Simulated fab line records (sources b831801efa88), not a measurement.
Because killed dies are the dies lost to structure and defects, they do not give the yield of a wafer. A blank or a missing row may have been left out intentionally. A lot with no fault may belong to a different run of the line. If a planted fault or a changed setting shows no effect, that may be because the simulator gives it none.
fab line records    flow sky130
[record] lots = 15  wafers = 45  last_day = 50
route steps=708 shown SPACER@305 POLY_CUT@313 SD_P@331
lots with no fault: from the same line, run without faults
start_h: start of the lot's first displayed wafer, in hours after the record's first day    wait_h: time in hours since the lot's previous step    " as in the row above    L1.1+2: several wafers, shown together as one row    - no value, or no start was given    * or withheld: withheld    < > ~ a bound
route shown NAME@n: NAME is a module with steps in the file, n the number in the route of the first one    usual: mean and standard deviation over wafers with no fault    same: alike in all rows    chamber/n: place in a boat    sites: each site's reading    _std_site: the values' standard deviation    _edge_site: inner sites' mean taken away from outer sites' mean    radius_mm: for every site, how far away it sits from the centre of the wafer    mask NAME#n: copy n    behind: the tool/chamber that last shaped the wafer    hold: reason for holding the lot/hours on hold/outcome of the hold    device: names the non-switching transistor (n, p or np)    end of line: tests run on the same wafers once the route is complete    a step with no rows: only its recipe    killed: at the first sort, the dies lost to defects and structure; wafer yield is something else    map: the dies of a wafer, with x for killed, . for not killed, _ for no die there
set.NAME: the setting that was run; set.NAME@STEP: the one run at that earlier step    model.NAME: the simulator's own value behind a step, which no gauge read
a sample of lots followed through the steps of the route, with each step as a table and each wafer as a row
services: when a tool's chamber went out of use (start_h, in hours from the record's first day, below 0 if earlier), for how many hours, and the reason
[[steps]]
[step SKY_SPACER_THK_MEAS_01]
[recipe] reads = Si3N4_of_SPACER_CVD_00
[usual] SPACER_CVD_00_THK = 43.4/0.36
lot.wafer  tool           chamber  start_h  wait_h  SPACER_CVD_00_THK[nm]
L449.1     film_metro-03  -        519.11   0.0     42.8
L449.2     "              -        "        "       42.6
L449.5     "              -        "        "       43.2
L450.1     film_metro-01  -        541.56   0.0     43.2
L450.3     "              -        "        "       43.0
L450.6     "              -        "        "       42.9
L452.2     film_metro-04  -        550.81   0.0     42.9
L452.5     "              -        "        "       43.2
L452.6     "              -        "        "       43.0
L454.1     film_metro-01  -        572.79   0.0     42.9
L454.2     "              -        "        "       43.1
L454.4     "              -        "        "       43.5
L455.3     film_metro-03  -        578.13   0.0     43.4
L455.4     "              -        "        "       43.1
L455.5     "              -        "        "       43.2
L456.2     film_metro-01  -        595.36   0.0     42.7
L456.3     "              -        "        "       43.2
L456.6     "              -        "        "       43.2
L458.3     film_metro-03  -        605.80   0.0     43.4
L458.4     "              -        "        "       43.6
L458.6     "              -        "        "       42.9
L459.1     film_metro-04  -        614.06   0.0     43.5
L459.3     "              -        "        "       43.3
L459.5     "              -        "        "       43.5
L461.1     film_metro-03  -        628.45   0.0     43.9
L461.2     "              -        "        "       43.9
L461.6     "              -        "        "       43.9
L460.1     film_metro-01  -        631.23   0.0     43.8
L460.3     "              -        "        "       43.4
L460.6     "              -        "        "       43.7
L462.1     film_metro-03  -        642.63   0.0     43.9
L462.2     "              -        "        "       43.5
L462.4     "              -        "        "       43.7
L463.4     film_metro-03  -        650.91   0.0     43.3
L463.5     "              -        "        "       43.6
L463.6     "              -        "        "       43.3
L467.1     film_metro-04  -        684.96   0.0     44.0
L467.4     "              -        "        "       43.9
L467.6     "              -        "        "       43.8
L472.2     film_metro-04  -        731.36   0.0     43.6
L472.3     "              -        "        "       43.2
L472.5     "              -        "        "       43.5
L471.1     film_metro-03  -        735.28   0.0     43.7
L471.2     "              -        "        "       43.4
L471.6     "              -        "        "       43.7
[step SKY_POLY_CUT_PEB_06]
[recipe] peb_temp_c = withheld  peb_time_s = withheld  resist = KrF-thick
[usual] chill_plate_temp_C = *  exhaust_pa = 44.9/0.85
lot.wafer  tool            chamber  start_h  wait_h  chill_plate_temp_C  exhaust_pa
L449.1     litho_track-03  0        549      -       *                   44.7
L449.2     "               0        "        "       *                   45.7
L449.5     "               0        "        "       *                   46.3
L450.1     litho_track-03  0        571      -       *                   45.9
L450.3     "               0        "        "       *                   46.8
L450.6     "               0        "        "       *                   44.8
L452.2     litho_track-03  0        580      -       *                   43.3
L452.5     "               0        "        "       *                   44.3
L452.6     "               0        "        "       *                   44.4
L454.1     litho_track-03  0        602      -       *                   45.9
L454.2     "               0        "        "       *                   44.6
L454.4     "               0        "        "       *                   44.6
L455.3     litho_track-03  0        607      -       *                   45.8
L455.4     "               0        "        "       *                   46.6
L455.5     "               0        "        "       *                   45.7
L456.2     litho_track-01  0        624      -       *                   44.8
L456.3     "               0        "        "       *                   45.2
L456.6     "               0        "        "       *                   46.3
L458.3     litho_track-01  0        633      -       *                   44.6
L458.4     "               0        "        "       *                   43.5
L458.6     "               0        "        "       *                   45.4
L459.1     litho_track-03  0        643      -       *                   46.2
L459.3     "               0        "        "       *                   44.1
L459.5     "               0        "        "       *                   45.2
L461.1     litho_track-01  0        656      -       *                   45.6
L461.2     "               0        "        "       *                   45.0
L461.6     "               0        "        "       *                   45.4
L460.1     litho_track-01  -        659      -       -                   -
L460.3     "               -        "        "       -                   -
L460.6     "               -        "        "       -                   -
L462.1     litho_track-03  -        670      -       -                   -
L462.2     "               -        "        "       -                   -
L462.4     "               -        "        "       -                   -
L463.4     litho_track-01  -        678      -       -                   -
L463.5     "               -        "        "       -                   -
L463.6     "               -        "        "       -                   -
L467.1     litho_track-03  0        712      -       *                   44.8
L467.4     "               0        "        "       *                   44.5
L467.6     "               0        "        "       *                   43.8
L472.2     litho_track-01  0        758      -       *                   43.9
L472.3     "               0        "        "       *                   44.4
L472.5     "               0        "        "       *                   43.8
L471.1     litho_track-01  0        761      -       *                   45.0
L471.2     "               0        "        "       *                   45.3
L471.6     "               0        762      -       *                   45.4
[step SKY_POLY_CUT_ETCH_11]
[recipe] target = Si3N4  chemistry = CF4/CH2F2/Ar  stop_on = poly-Si  source_w = 600  bias_w = 150  pressure_mtorr = 40  cf4_flow_sccm = 40  ch2f2_flow_sccm = 20  Ar_flow_sccm = 150  time_s = 42.5  target_depth_a = 600
[usual] cf4_flow_sccm = 40.02/0.12  drypump_motor_current_A = 5.9/0.43  mfc_ar_sccm = 150.0/0.45  oes_product_au = 0.831/0.0062  throttle_valve_pct = 14.993/0.0084
lot.wafer  tool         chamber  start_h  wait_h  cf4_flow_sccm  drypump_motor_current_A  mfc_ar_sccm  oes_product_au  rf_hours_counter_h  throttle_valve_pct
L449.1     rie_diel-04  1        549.98   0.0     39.97          5.9                      149.8        0.820           5                   14.996
L449.2     "            3        "        "       39.97          6.3                      150.1        0.830           59                  14.982
L449.5     "            2        "        "       40.13          6.4                      149.5        0.829           -                   15.007
L450.1     rie_diel-02  3        571.68   0.0     39.81          6.1                      150.7        0.833           74                  14.989
L450.3     "            1        "        "       39.86          5.7                      149.3        0.838           10                  14.987
L450.6     "            1        "        "       39.78          5.7                      149.4        0.837           -                   15.015
L452.2     rie_diel-02  1        581.33   0.0     39.70          5.7                      149.0        0.830           10                  14.996
L452.5     "            1        "        "       39.85          5.6                      149.7        0.828           -                   14.996
L452.6     "            0        "        "       40.11          6.0                      149.9        0.838           -                   15.000
L454.1     rie_diel-02  3        602.73   0.0     40.02          6.1                      149.3        0.823           75                  14.998
L454.2     "            0        "        "       40.14          6.0                      149.4        0.814           10                  14.982
L454.4     "            1        "        "       39.98          5.7                      150.1        0.826           11                  14.989
L455.3     rie_diel-01  0        607.98   0.0     40.04          5.5                      150.3        0.830           1                   14.976
L455.4     "            3        "        "       40.23          4.7                      149.8        0.830           9                   15.000
L455.5     "            1        "        "       40.24          6.0                      150.1        0.830           -                   14.991
L456.2     rie_diel-04  3        624.85   0.0     39.96          6.3                      151.0        0.833           60                  14.998
L456.3     "            1        "        "       39.81          5.9                      150.1        0.823           6                   14.996
L456.6     "            3        "        "       40.06          6.3                      150.1        0.826           -                   14.978
L458.3     rie_diel-01  0        634.35   0.0     40.00          5.5                      149.9        0.825           2                   14.984
L458.4     "            3        "        "       40.06          4.7                      150.2        0.825           10                  14.996
L458.6     "            0        "        "       39.91          5.5                      150.1        0.832           -                   14.989
L459.1     rie_diel-02  0        643.63   0.0     39.90          6.0                      150.7        0.827           11                  15.003
L459.3     "            1        "        "       40.03          5.7                      150.2        0.827           12                  14.991
L459.5     "            2        "        "       40.16          5.6                      149.7        0.824           -                   14.993
L461.1     rie_diel-04  0        657.15   0.0     40.04          6.6                      150.1        0.832           4                   15.004
L461.2     "            1        "        "       40.00          5.9                      149.6        0.832           7                   14.998
L461.6     "            0        "        "       40.07          6.6                      150.9        0.838           -                   15.004
L460.1     rie_diel-01  3        660.00   0.0     39.84          4.7                      150.4        0.830           10                  14.996
L460.3     "            0        "        "       40.13          5.5                      149.6        0.829           3                   15.001
L460.6     "            1        "        "       40.02          6.0                      150.2        0.822           -                   14.986
L462.1     rie_diel-02  3        670.93   0.0     39.91          6.1                      150.0        0.832           1                   14.993
L462.2     "            1        "        "       39.95          5.7                      150.5        0.823           13                  14.984
L462.4     "            3        "        "       39.91          6.0                      150.2        0.837           -                   14.986
L463.4     rie_diel-01  1        679.10   0.0     39.88          6.0                      150.6        0.829           1                   14.999
L463.5     "            3        "        "       39.76          4.7                      148.4        0.819           -                   14.992
L463.6     "            0        "        "       40.14          5.5                      149.7        0.831           -                   14.988
L467.1     rie_diel-04  0        712.88   0.0     40.02          6.6                      150.2        0.819           5                   15.009
L467.4     "            2        "        "       40.12          6.4                      149.9        0.835           9                   14.980
L467.6     "            0        "        "       40.07          6.5                      150.0        0.824           -                   15.002
L472.2     rie_diel-02  2        758.75   0.0     40.20          5.6                      150.0        0.830           11                  14.985
L472.3     "            3        "        "       39.96          6.0                      149.9        0.832           3                   14.998
L472.5     "            0        "        "       39.92          6.0                      149.6        0.837           -                   14.989
L471.1     rie_diel-04  0        762.40   0.0     39.90          6.5                      150.0        0.833           6                   14.997
L471.2     "            2        "        "       39.80          6.4                      149.4        0.837           10                  14.997
L471.6     "            3        "        "       40.01          6.3                      149.0        0.836           -                   15.001
[step SKY_SD_P_TW_MEAS_11]
[usual] SD_P_TW = 2865/26
lot.wafer  tool           chamber  start_h  wait_h  SD_P_TW
L449.1     film_metro-02  -        580.36   0.1     2866
L449.2     "              -        "        "       2845
L449.5     "              -        "        "       2851
L450.1     film_metro-04  -        601.76   0.1     2842
L450.3     "              -        "        "       2837
L450.6     "              -        "        "       2818
L452.2     film_metro-02  -        611.02   0.1     2856
L452.5     "              -        "        "       2853
L452.6     "              -        "        "       2843
L454.1     film_metro-01  -        631.73   0.1     2890
L454.2     "              -        "        "       2895
L454.4     "              -        "        "       2893
L455.3     film_metro-01  -        637.49   0.1     2895
L455.4     "              -        "        "       2880
L455.5     "              -        "        "       2867
L456.2     film_metro-01  -        653.62   0.1     2898
L456.3     "              -        "        "       2915
L456.6     "              -        "        "       2902
L458.3     film_metro-02  -        663.40   0.1     2852
L458.4     "              -        "        "       2853
L458.6     "              -        "        "       2862
L459.1     film_metro-01  -        672.36   0.1     2867
L459.3     "              -        "        "       2885
L459.5     "              -        "        "       2880
L461.1     film_metro-02  -        685.02   0.1     2850
L461.2     "              -        "        "       2862
L461.6     "              -        "        "       2861
L467.1     film_metro-04  -        740.38   0.1     2825
L467.4     "              -        "        "       2825
L467.6     "              -        "        "       2843
L472.2     film_metro-02  -        785.73   0.1     2837
L472.3     "              -        "        "       2833
L472.5     "              -        "        "       2830
L471.1     film_metro-02  -        788.92   0.1     2833
L471.2     "              -        "        "       2839
L471.6     "              -        "        "       2840
[[services]]
tool         chamber  start_h  hours  kind
rie_diel-04  3        531.84   12.7   repair
rie_diel-01  -        569.15   38.4   repair
rie_diel-02  -        578.66   1.0    repair
rie_diel-01  2        581.84   12.0   repair
rie_diel-01  0        591.49   4.3    repair
rie_diel-02  3        604.05   -      clean
rie_diel-02  3        604.05   18.1   scheduled_down
rie_diel-02  3        604.05   18.1   vent_cycle
rie_diel-02  3        641.94   15.8   repair
rie_diel-04  1        648.14   2.7    repair
rie_diel-04  3        653.93   -      clean
rie_diel-04  3        653.93   22.3   scheduled_down
rie_diel-04  3        653.93   22.3   vent_cycle
rie_diel-04  -        654.05   1.4    repair
rie_diel-01  -        654.85   0.4    repair
rie_diel-04  -        658.98   1.5    repair
rie_diel-02  2        665.40   8.5    repair
rie_diel-02  2        704.21   7.3    repair
rie_diel-04  -        715.38   2.8    pm
rie_diel-02  2        715.96   9.1    repair
rie_diel-01  -        718.05   2.5    repair
rie_diel-02  0        748.57   2.0    repair
rie_diel-04  -        749.66   0.5    repair
rie_diel-04  1        754.62   13.8   repair
[[key]]
[first_sign] step = SKY_POLY_CUT_PEB_06  reading = tool_record  direction = missing
effect none on later readings
met_at SKY_POLY_CUT_PEB_06
struck_lots L460,L462,L463
later_rows_left_out L460.1,L460.3,L460.6,L462.1,L462.2,L462.4,L463.4,L463.5,L463.6
sort_left_out L460.1,L460.3,L460.6,L462.1,L462.2,L462.4,L463.4,L463.5,L463.6
tester_left_out L460,L462,L463
not_acting_at SKY_SPACER_THK_MEAS_01,SKY_POLY_CUT_ETCH_11,SKY_SD_P_TW_MEAS_11
onset_between 656 659
[fault] kind = skipped_step_whole  tool = litho_track-01,litho_track-03  chamber = -  onset_h = 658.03  steps = SKY_POLY_CUT_PEB_06  scope = struck_lots_only
// tester_left_out: of these lots the tester's yield and bins aren't shown, on N5 and GAA mostly nor the transistor test; their killed dies are dies lost to structure and defects alone, not to doping, threshold or leakage, so they don't give the yield
// sort_left_out: the simulated sort isn't trusted on such a fault, so these wafers' sort isn't shown, and their yield isn't known
// later_rows_left_out: the simulator's readings of these wafers behind a module that went badly wrong aren't trusted and aren't shown, but for the sort
